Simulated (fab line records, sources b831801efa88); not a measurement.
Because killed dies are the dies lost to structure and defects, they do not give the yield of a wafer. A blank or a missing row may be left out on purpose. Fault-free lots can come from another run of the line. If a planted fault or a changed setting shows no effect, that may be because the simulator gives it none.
fab line records	flow sky130
[record] lots = 6	wafers = 18	last_day = 49
route steps=708 shown VT_ADJUST_LVTN@109 VT_ADJUST_NCORE@119 PAD_OPEN@708
lots untouched by any fault: they come from a run of this same line in which no faults occurred
start_h: hours from the record's opening day to when the first of the lot's shown wafers began	wait_h: hours since the lot's step before	" identical to the entry in the row above	L1.1+2: a row that stands for several wafers	- either no value or no given start	* or withheld: withheld	< > ~ a bound
route shown NAME@n: a module of which the file shows steps, and the number in the route of the first	usual: mean/standard deviation of fault-free wafers	same: alike in all rows	chamber/n: place in a boat	sites: per-site readings	_std_site: standard deviation across them	_edge_site: inner sites' mean taken away from outer sites' mean	radius_mm: how far each site lies from the wafer's centre	mask NAME#n: copy n	behind: the last tool/chamber to shape the wafer	hold: why the lot went on hold/how many hours it stayed there/how the hold came to an end	device: names the non-switching transistor (n, p or np)	end of line: the same wafers' tests at the end of the route	for a step that has no rows: nothing shown but its recipe	killed: not the wafer's yield, but the dies lost to structure and defects at the first sort	map: a wafer's dies, x killed, . not, _ none there
set.NAME: setting as actually run; set.NAME@STEP: the setting as run at that earlier step	model.NAME: the simulator's own value behind a step, which no gauge read
a table for each step, a row for each wafer; lots at some steps of the route
services: a tool's chamber out of use, with start hour (start_h, from the record's first day; less than 0 if before it), hours out, and reason
[[steps]]
[step SKY_VT_ADJUST_LVTN_HMDS_12]
[recipe] prime_time_s = 60	prime_temp_c = 120
[step SKY_VT_ADJUST_LVTN_COAT_13]
[recipe] resist = NOVOLAK	spin_rpm = 3000	resist_thk_nm = 1140
[step SKY_VT_ADJUST_LVTN_SOFTBAKE_14]
[recipe] temp_c = 90	time_s = 60	resist = NOVOLAK
[step SKY_VT_ADJUST_LVTN_EXPOSE_15]
[recipe] mask_id = HVN_STD_DERIVED	na = 0.6	source_shape = conventional	sigma_outer = 0.6	polarization = unpolarized	target_cd_nm = 600	dose_mj = 163
[step SKY_VT_ADJUST_LVTN_PEB_16]
[recipe] temp_c = withheld	time_s = *	resist = NOVOLAK
[step SKY_VT_ADJUST_LVTN_DEVELOP_17]
[recipe] resist = NOVOLAK	developer = TMAH	develop_time_s = 60	dev_temp_c = 23
[step SKY_VT_ADJUST_LVTN_OVL_MEAS_18]
[usual] VT_ADJUST_LVTN_01_OVL = -0.3/1.4
lot.wafer	tool	chamber	start_h	wait_h	VT_ADJUST_LVTN_01_OVL[nm]
L413.1	overlay-02	-	182.63	0.1	-1.1
L413.2	"	-	"	"	-0.1
L413.4	"	-	"	"	-3.2
L414.3	overlay-02	-	183.77	0.1	-0.8
L414.5	"	-	"	"	1.6
L414.6	"	-	"	"	0.5
L427.3	overlay-02	-	263.66	0.1	-0.8
L427.4	"	-	"	"	-0.5
L427.5	"	-	"	"	-1.7
L428.4	overlay-02	-	270.83	0.1	1.8
L428.5	"	-	"	"	1.0
L428.6	"	-	"	"	-0.5
L430.1	overlay-01	-	280.15	0.1	0.1
L430.2	"	-	"	"	2.5
L430.4	"	-	"	"	1.6
L432.1	overlay-02	-	298.93	0.1	0.0
L432.2	"	-	"	"	0.2
L432.5	"	-	"	"	-1.2
[step SKY_VT_ADJUST_LVTN_IMPLANT_19]
[recipe] species = B	energy_kev = 30	dose_cm2 = 6.5e+11	tilt_deg = withheld
[step SKY_VT_ADJUST_LVTN_STRIP_20]
[recipe] chemistry = O2/N2	power_w = 1400	pressure_mtorr = 1500	platen_temp_c = withheld	o2_flow_sccm = 3000	n2_flow_sccm = 300	overash_fraction = 0.5
[usual] drypump_motor_current_A = 5.73/0.15	n2_flow_sccm = 300.0/0.92	oes_product_au = 0.715/0.0047	strip_time_to_endpoint_s = 14.19/0.045
lot.wafer	tool	chamber	start_h	wait_h	drypump_motor_current_A	n2_flow_sccm	oes_product_au	rf_hours_counter_h	strip_time_to_endpoint_s
L413.1	plasma_asher-03	1	182.82	0.1	5.84	300.5	0.718	6	14.18
L413.2	"	0	"	"	5.71	300.2	0.715	6	14.21
L413.4	"	1	"	"	5.79	299.1	0.711	-	14.16
L414.3	plasma_asher-01	0	183.98	0.1	5.48	299.4	0.708	-	14.18
L414.5	"	0	"	"	5.47	300.8	0.713	-	14.24
L414.6	"	1	"	"	5.44	300.9	0.718	-	14.19
L427.3	plasma_asher-03	1	263.87	0.1	5.87	298.6	0.714	-	14.16
L427.4	"	0	"	"	5.67	298.0	0.711	-	14.25
L427.5	"	1	"	"	5.86	300.1	0.718	-	14.17
L428.4	plasma_asher-02	0	271.03	0.1	5.81	298.4	0.714	-	14.20
L428.5	"	1	"	"	5.87	299.6	0.720	-	14.18
L428.6	"	0	"	"	5.82	299.7	0.715	-	14.15
L430.1	plasma_asher-02	0	280.33	0.1	5.82	301.1	0.722	60	14.06
L430.2	"	1	"	"	5.83	301.8	0.717	60	14.11
L430.4	"	1	"	"	5.83	300.0	0.718	-	14.14
L432.1	plasma_asher-03	0	299.12	0.1	5.71	301.2	0.718	17	14.22
L432.2	"	1	"	"	5.89	298.1	0.718	17	14.20
L432.5	"	0	"	"	5.69	299.8	0.717	-	14.20
[step SKY_VT_ADJUST_LVTN_TW_MEAS_21]
[usual] VT_ADJUST_LVTN_2_TW = 187.9/1.8
lot.wafer	tool	chamber	start_h	wait_h	VT_ADJUST_LVTN_2_TW
L413.1	film_metro-01	-	182.92	0.1	189.6
L413.2	"	-	"	"	189.0
L413.4	"	-	"	"	189.5
L414.3	film_metro-01	-	184.07	0.1	190.0
L414.5	"	-	"	"	189.8
L414.6	"	-	"	"	190.4
L427.3	film_metro-01	-	263.95	0.1	188.4
L427.4	"	-	"	"	188.7
L427.5	"	-	"	"	187.9
L428.4	film_metro-03	-	271.13	0.1	185.3
L428.5	"	-	"	"	185.3
L428.6	"	-	"	"	186.3
L430.1	film_metro-03	-	280.43	0.1	185.8
L430.2	"	-	"	"	184.8
L430.4	"	-	"	"	184.4
L432.1	film_metro-04	-	299.22	0.1	189.6
L432.2	"	-	"	"	188.2
L432.5	"	-	"	"	190.1
[step SKY_VT_ADJUST_NCORE_DEHYDRATE_00]
[recipe] temp_c = 200	time_s = 60
[step SKY_VT_ADJUST_NCORE_HMDS_01]
[recipe] prime_time_s = 60	prime_temp_c = 120
[step SKY_VT_ADJUST_NCORE_COAT_02]
[recipe] resist = NOVOLAK	spin_rpm = 3000	resist_thk_nm = 1140
[usual] spin_speed_rpm = 3000.3/2.2
lot.wafer	tool	chamber	start_h	wait_h	spin_speed_rpm	model.NOVOLAK_of_VT_ADJUST_NCORE_COAT_02.thk_nm
L413.1	litho_track-01	0	191.91	0.1	2999.3	1143
L413.2	"	0	"	"	2999.9	1144
L413.4	"	0	"	"	3000.9	1143
L414.3	litho_track-03	0	193.33	0.1	2998.9	1138
L414.5	"	0	"	"	3005.2	1137
L414.6	"	0	"	"	2999.0	1137
L427.3	litho_track-03	0	275.83	0.1	2166.1	1341
L427.4	"	0	"	"	2173.5	1342
L427.5	"	0	"	"	2167.9	1341
L428.4	litho_track-03	0	283.40	0.1	2167.7	1336
L428.5	"	0	"	"	2169.1	1336
L428.6	"	0	"	"	2172.3	1340
L430.1	litho_track-04	0	291.58	0.1	2999.1	1143
L430.2	"	0	"	"	3001.0	1144
L430.4	"	0	"	"	2998.3	1143
L432.1	litho_track-04	0	311.28	0.1	3003.0	1141
L432.2	"	0	"	"	3001.3	1139
L432.5	"	0	"	"	3002.2	1138
[step SKY_VT_ADJUST_NCORE_SOFTBAKE_03]
[recipe] temp_c = 90	time_s = 60	resist = NOVOLAK
[step SKY_VT_ADJUST_NCORE_EXPOSE_04]
[recipe] mask_id = LVTN_COMPLEMENT_THIN	na = 0.6	source_shape = conventional	sigma_outer = 0.6	polarization = unpolarized	target_cd_nm = 380	dose_mj = 139
[step SKY_VT_ADJUST_NCORE_PEB_05]
[recipe] temp_c = withheld	time_s = *	resist = NOVOLAK
[step SKY_VT_ADJUST_NCORE_DEVELOP_06]
[recipe] resist = NOVOLAK	developer = TMAH	develop_time_s = 60	dev_temp_c = 23
lot.wafer	tool	chamber	start_h	wait_h	model.NOVOLAK_of_VT_ADJUST_NCORE_COAT_02.thk_nm
L413.1+4	litho_track-04	0	202.78	0.1	1142
L413.2	"	0	"	"	1144
L414.3	litho_track-04	0	204.03	0.1	1138
L414.5+6	"	0	"	"	1137
L427.3+5	litho_track-04	0	287.43	0.1	1341
L427.4	"	0	"	"	1342
L428.4+5	litho_track-03	0	295.90	0.1	1335
L428.6	"	0	"	"	1340
L430.1	litho_track-03	0	305.13	0.1	1142
L430.2+4	"	0	"	"	1143
L432.1	litho_track-04	0	323.78	0.1	1140
L432.2	"	0	"	"	1139
L432.5	"	0	"	"	1137
[step SKY_VT_ADJUST_NCORE_CD_MEAS_07]
[recipe] target_cd_nm = 380
[usual] cd_nm = 379.4/2.9
lot.wafer	tool	chamber	start_h	wait_h	cd_nm
L413.1	cd_sem-01	-	202.93	0.1	374.6
L413.2	"	-	"	"	375.4
L413.4	"	-	"	"	375.3
L414.3	cd_sem-02	-	204.17	0.1	383.4
L414.5	"	-	"	"	380.3
L414.6	"	-	"	"	380.3
L427.3	cd_sem-02	-	287.57	0.1	364.0
L427.4	"	-	"	"	364.0
L427.5	"	-	"	"	364.9
L428.4	cd_sem-01	-	296.04	0.1	362.0
L428.5	"	-	"	"	363.5
L428.6	"	-	"	"	362.2
L430.1	cd_sem-01	-	305.28	0.1	377.4
L430.2	"	-	"	"	379.7
L430.4	"	-	"	"	379.0
L432.1	cd_sem-02	-	323.93	0.1	374.2
L432.2	"	-	"	"	375.7
L432.5	"	-	"	"	375.2
[step SKY_VT_ADJUST_NCORE_OVL_MEAS_08]
[usual] VT_ADJUST_NCORE_OVL = -0.8/1.1
lot.wafer	tool	chamber	start_h	wait_h	VT_ADJUST_NCORE_OVL[nm]
L413.1	overlay-01	-	203.05	0.1	-0.6
L413.2	"	-	"	"	-0.7
L413.4	"	-	"	"	-2.5
L414.3	overlay-01	-	204.26	0.1	0.9
L414.5	"	-	"	"	0.6
L414.6	"	-	"	"	-0.5
L427.3	overlay-01	-	287.66	0.1	-0.7
L427.4	"	-	"	"	-1.0
L427.5	"	-	"	"	-1.6
L428.4	overlay-02	-	296.12	0.1	-2.3
L428.5	"	-	"	"	-2.5
L428.6	"	-	"	"	-0.6
L430.1	overlay-02	-	305.40	0.1	0.3
L430.2	"	-	"	"	-0.8
L430.4	"	-	"	"	-0.3
L432.1	overlay-02	-	324.05	0.1	-2.7
L432.2	"	-	"	"	-0.1
L432.5	"	-	"	"	-2.1
[step SKY_VT_ADJUST_NCORE_IMPLANT_09]
[recipe] species = B	energy_kev = 10	dose_cm2 = 2.4e+12	tilt_deg = withheld
[step SKY_VT_ADJUST_NCORE_STRIP_10]
[recipe] chemistry = O2/N2	power_w = 1400	pressure_mtorr = 1500	platen_temp_c = withheld	o2_flow_sccm = 3000	n2_flow_sccm = 300	overash_fraction = 0.5
[usual] drypump_motor_current_A = 5.90/0.22	n2_flow_sccm = 299.9/0.81	oes_product_au = 0.715/0.0051	strip_time_to_endpoint_s = 14.20/0.04
lot.wafer	tool	chamber	start_h	wait_h	drypump_motor_current_A	n2_flow_sccm	oes_product_au	rf_hours_counter_h	strip_time_to_endpoint_s
L413.1	plasma_asher-04	1	203.24	0.1	6.35	299.4	0.714	37	14.20
L413.2	"	0	"	"	5.77	300.2	0.714	37	14.22
L413.4	"	1	"	"	6.31	299.3	0.720	-	14.21
L414.3	plasma_asher-02	1	204.47	0.1	5.88	300.6	0.721	-	14.15
L414.5	"	1	"	"	5.86	300.4	0.715	-	14.16
L414.6	"	0	"	"	5.80	299.7	0.716	-	14.14
L427.3	plasma_asher-03	0	287.87	0.1	5.73	301.4	0.718	-	16.46
L427.4	"	1	"	"	5.82	300.0	0.719	-	16.47
L427.5	"	0	"	"	5.73	300.8	0.716	-	16.45
L428.4	plasma_asher-02	0	296.32	0.1	5.83	298.8	0.716	-	16.40
L428.5	"	1	"	"	5.82	299.1	0.712	-	16.39
L428.6	"	0	"	"	5.84	299.6	0.716	-	16.45
L430.1	plasma_asher-03	1	305.59	0.1	5.84	300.9	0.722	18	14.19
L430.2	"	0	"	"	5.68	301.4	0.718	18	14.24
L430.4	"	1	"	"	5.84	301.0	0.719	-	14.23
L432.1	plasma_asher-04	1	324.24	0.1	6.34	299.7	0.717	49	14.19
L432.2	"	0	"	"	5.75	298.6	0.710	49	14.17
L432.5	"	1	"	"	6.35	300.0	0.706	-	14.14
[step SKY_VT_ADJUST_NCORE_TW_MEAS_11]
[usual] VT_ADJUST_NCORE_TW = 219.6/1.3
lot.wafer	tool	chamber	start_h	wait_h	VT_ADJUST_NCORE_TW
L413.1	film_metro-04	-	203.34	0.1	218.6
L413.2	"	-	"	"	220.1
L413.4	"	-	"	"	218.9
L414.3	film_metro-01	-	204.56	0.1	220.7
L414.5	"	-	"	"	220.9
L414.6	"	-	"	"	220.3
L427.3	film_metro-04	-	287.96	0.1	221.3
L427.4	"	-	"	"	218.9
L427.5	"	-	"	"	219.3
L428.4	film_metro-04	-	296.42	0.1	219.6
L428.5	"	-	"	"	220.6
L428.6	"	-	"	"	220.5
L430.1	film_metro-04	-	305.69	0.1	220.1
L430.2	"	-	"	"	220.0
L430.4	"	-	"	"	220.4
L432.1	film_metro-02	-	324.34	0.1	219.2
L432.2	"	-	"	"	219.4
L432.5	"	-	"	"	219.5
[step SKY_PAD_OPEN_PROBE_99]
[usual] killed_at_M0_to_M3 = 43/6.8	killed_at_M4_up = 3.0/1.6	killed_at_contacts = 25/6	killed_at_front_end = 15/4.4	killed_at_other = 0.3/0.52	killed_dies = 86/9.6	killed_open = 47/6.7	killed_short = 39/6.8
[same] gross_dies = 492	killed_at_back_side = 0
lot.wafer	tool	chamber	start_h	wait_h	killed_at_M0_to_M3	killed_at_M4_up	killed_at_contacts	killed_at_front_end	killed_at_other	killed_dies	killed_open	killed_short
L413.1	prober-01	-	1096.65	0.1	40	3	27	12	0	82	50	32
L413.2	prober-01	-	1096.70	0.1	45	0	23	19	0	87	45	41
L413.4	prober-01	-	1096.80	0.2	42	3	29	17	0	91	48	43
L414.3	prober-02	-	1098.01	0.2	34	4	21	13	0	72	47	25
L414.5	prober-02	-	1098.11	0.2	35	3	26	12	0	76	42	34
L414.6	prober-02	-	1098.16	0.2	43	1	25	11	0	80	53	27
L427.3	prober-01	-	1165.30	0.2	47	1	26	22	1	97	43	54
L427.4	prober-01	-	1165.35	0.2	35	2	27	19	2	85	53	31
L427.5	prober-01	-	1165.40	0.2	48	6	22	14	0	90	45	45
L428.4	prober-02	-	1170.68	0.2	35	2	35	9	0	81	49	32
L428.5	prober-02	-	1170.73	0.2	35	8	27	16	1	87	47	39
L428.6	prober-02	-	1170.78	0.2	44	4	25	16	0	89	53	36
L430.1	prober-02	-	1176.82	0.1	49	4	21	9	0	83	42	41
L430.2	prober-02	-	1176.87	0.1	38	2	29	16	1	86	45	40
L430.4	prober-02	-	1176.97	0.2	44	6	30	20	1	101	63	38
L432.1	prober-02	-	1186.38	0.1	53	4	25	15	0	97	52	45
L432.2	prober-02	-	1186.43	0.1	43	2	24	19	0	88	45	43
L432.5	prober-02	-	1186.58	0.2	46	2	28	13	0	89	55	34
// killed by level:class
L413.1 VIA1:geometric_particle:open=12 CONTACT:geometric_particle:open=12 LI_CONTACT:geometric_particle:open=6 POLY_GATE:geometric_particle:open=5 METAL1:geometric_particle:short=5 CONTACT:geometric_particle:short=4 VIA1:geometric_particle:short=4 VIA2:geometric_particle:short=3
L413.2 CONTACT:geometric_particle:open=10 VIA1:geometric_particle:open=7 METAL2:geometric_particle:short=7 VIA3:geometric_particle:open=7 FIELD_ISO:geometric_particle:short=5 POLY_GATE:geometric_particle:open=5 LOCAL_INTERCONNECT:geometric_particle:short=4 METAL1:geometric_particle:short=4
L413.4 CONTACT:geometric_particle:open=12 VIA3:geometric_particle:open=9 METAL2:geometric_particle:short=9 VIA1:geometric_particle:open=8 CONTACT:geometric_particle:short=6 VIA2:geometric_particle:open=6 FIELD_ISO:geometric_particle:open=4 POLY_GATE:geometric_particle:short=4
L414.3 CONTACT:geometric_particle:open=11 VIA2:geometric_particle:open=10 VIA1:geometric_particle:open=9 LI_CONTACT:geometric_particle:open=6 FIELD_ISO:geometric_particle:short=5 METAL4:geometric_particle:short=4 METAL1:geometric_particle:short=4 VIA3:geometric_particle:open=4
L414.5 CONTACT:geometric_particle:open=10 LI_CONTACT:geometric_particle:open=8 VIA2:geometric_particle:open=5 POLY_GATE:geometric_particle:open=5 VIA1:geometric_particle:short=5 METAL3:geometric_particle:short=5 VIA3:geometric_particle:open=5 LOCAL_INTERCONNECT:geometric_particle:short=4
L414.6 VIA1:geometric_particle:open=15 CONTACT:geometric_particle:open=11 VIA2:geometric_particle:open=8 VIA3:geometric_particle:open=6 METAL2:geometric_particle:short=6 FIELD_ISO:geometric_particle:open=5 LI_CONTACT:geometric_particle:open=5 LOCAL_INTERCONNECT:geometric_particle:short=5
L427.3 CONTACT:geometric_particle:open=9 FIELD_ISO:geometric_particle:open=8 CONTACT:geometric_particle:short=8 VIA1:geometric_particle:short=8 FIELD_ISO:geometric_particle:short=7 METAL1:geometric_particle:short=7 VIA1:geometric_particle:open=6 METAL2:geometric_particle:short=6
L427.4 VIA1:geometric_particle:open=10 FIELD_ISO:geometric_particle:open=8 CONTACT:geometric_particle:open=8 LI_CONTACT:geometric_particle:open=7 VIA2:geometric_particle:open=6 CONTACT:geometric_particle:short=5 VIA3:geometric_particle:open=5 POLY_GATE:geometric_particle:open=4
L427.5 VIA1:geometric_particle:open=15 CONTACT:geometric_particle:open=11 VIA1:geometric_particle:short=8 POLY_GATE:geometric_particle:short=5 VIA2:geometric_particle:open=5 FIELD_ISO:geometric_particle:short=4 CONTACT:geometric_particle:short=4 METAL2:geometric_particle:short=4
L428.4 LI_CONTACT:geometric_particle:open=13 VIA1:geometric_particle:open=12 CONTACT:geometric_particle:open=8 LI_CONTACT:geometric_particle:short=5 CONTACT:geometric_particle:short=5 VIA2:geometric_particle:open=5 LOCAL_INTERCONNECT:geometric_particle:short=4 METAL1:geometric_particle:short=3
L428.5 VIA1:geometric_particle:open=12 CONTACT:geometric_particle:open=10 POLY_GATE:geometric_particle:open=6 METAL4:geometric_particle:short=6 FIELD_ISO:geometric_particle:short=5 LI_CONTACT:geometric_particle:open=5 LOCAL_INTERCONNECT:geometric_particle:short=5 METAL1:geometric_particle:short=5
L428.6 LI_CONTACT:geometric_particle:open=11 VIA3:geometric_particle:open=10 VIA1:geometric_particle:open=9 VIA2:geometric_particle:open=7 CONTACT:geometric_particle:open=6 VIA1:geometric_particle:short=5 METAL4:geometric_particle:short=4 POLY_GATE:geometric_particle:short=4
L430.1 VIA1:geometric_particle:open=10 CONTACT:geometric_particle:open=6 VIA2:geometric_particle:open=6 METAL1:geometric_particle:short=5 METAL2:geometric_particle:short=5 VIA3:geometric_particle:open=5 VIA2:geometric_particle:short=4 CONTACT:geometric_particle:short=4
L430.2 VIA1:geometric_particle:open=10 LI_CONTACT:geometric_particle:open=9 CONTACT:geometric_particle:open=8 FIELD_ISO:geometric_particle:short=7 METAL2:geometric_particle:short=6 VIA3:geometric_particle:open=6 METAL1:geometric_particle:short=5 LOCAL_INTERCONNECT:geometric_particle:short=4
L430.4 CONTACT:geometric_particle:open=12 VIA1:geometric_particle:open=10 VIA2:geometric_particle:open=9 LI_CONTACT:geometric_particle:open=8 POLY_GATE:geometric_particle:open=6 VIA3:geometric_particle:open=6 LOCAL_INTERCONNECT:geometric_particle:short=5 METAL1:geometric_particle:short=5
L432.1 VIA1:geometric_particle:open=14 CONTACT:geometric_particle:open=13 METAL2:geometric_particle:short=11 VIA3:geometric_particle:open=9 FIELD_ISO:geometric_particle:open=6 LOCAL_INTERCONNECT:geometric_particle:short=6 VIA2:geometric_particle:short=6 CONTACT:geometric_particle:short=5
L432.2 VIA1:geometric_particle:open=8 VIA3:geometric_particle:open=8 CONTACT:geometric_particle:open=7 METAL2:geometric_particle:short=7 LI_CONTACT:geometric_particle:open=6 CONTACT:geometric_particle:short=6 VIA1:geometric_particle:short=5 VIA2:geometric_particle:short=5
L432.5 LI_CONTACT:geometric_particle:open=9 CONTACT:geometric_particle:short=9 VIA2:geometric_particle:open=9 VIA1:geometric_particle:open=9 CONTACT:geometric_particle:open=8 VIA3:geometric_particle:open=6 FIELD_ISO:geometric_particle:open=5 VIA1:geometric_particle:short=5
[[services]]
tool	chamber	start_h	hours	kind
plasma_asher-04	-	199.23	2.8	pm
plasma_asher-04	-	222.98	4.3	repair
plasma_asher-02	-	256.64	1.3	repair
plasma_asher-01	-	262.83	2.8	pm
plasma_asher-03	-	274.08	5.1	repair
plasma_asher-03	-	276.39	3.1	repair
[[key]]
[first_sign] step = SKY_VT_ADJUST_NCORE_COAT_02	reading = spin_speed_rpm	direction = down	sigmas = 99+	usual = 3000.3	struck = 2169.4
[effect] step = SKY_VT_ADJUST_NCORE_CD_MEAS_07	reading = cd_nm	direction = down	sigmas = 5.5	usual = 379.4	struck = 363.4
[effect] step = SKY_VT_ADJUST_NCORE_STRIP_10	reading = strip_time_to_endpoint_s	direction = up	sigmas = 56	usual = *	struck = *
[model_effect] step = SKY_VT_ADJUST_NCORE_COAT_02	value = NOVOLAK_of_VT_ADJUST_NCORE_COAT_02.thk_nm	without = 1139	struck = 1339
[model_effect] step = SKY_VT_ADJUST_NCORE_DEVELOP_06	value = NOVOLAK_of_VT_ADJUST_NCORE_COAT_02.thk_nm	without = 1139	struck = 1339
met_at SKY_VT_ADJUST_NCORE_COAT_02
struck_wafers L427.3,L427.4,L427.5,L428.4,L428.5,L428.6
tester_left_out L427,L428
onset_between 193.33 275.83
[fault] kind = process_parameter_drift	tool = litho_track-03	chamber = -	onset_h = 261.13	steps = SKY_VT_ADJUST_NCORE_COAT_02	channel = spin_rpm	offset = -829.71	shape = step	end_h = 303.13	acts_in = these_recipes_only	stated = 3000
// tester_left_out: of these lots the tester's yield and bins aren't shown, on N5 and GAA mostly nor the transistor test; their killed dies are dies lost to structure and defects alone, not to doping, threshold or leakage, so they don't give the yield
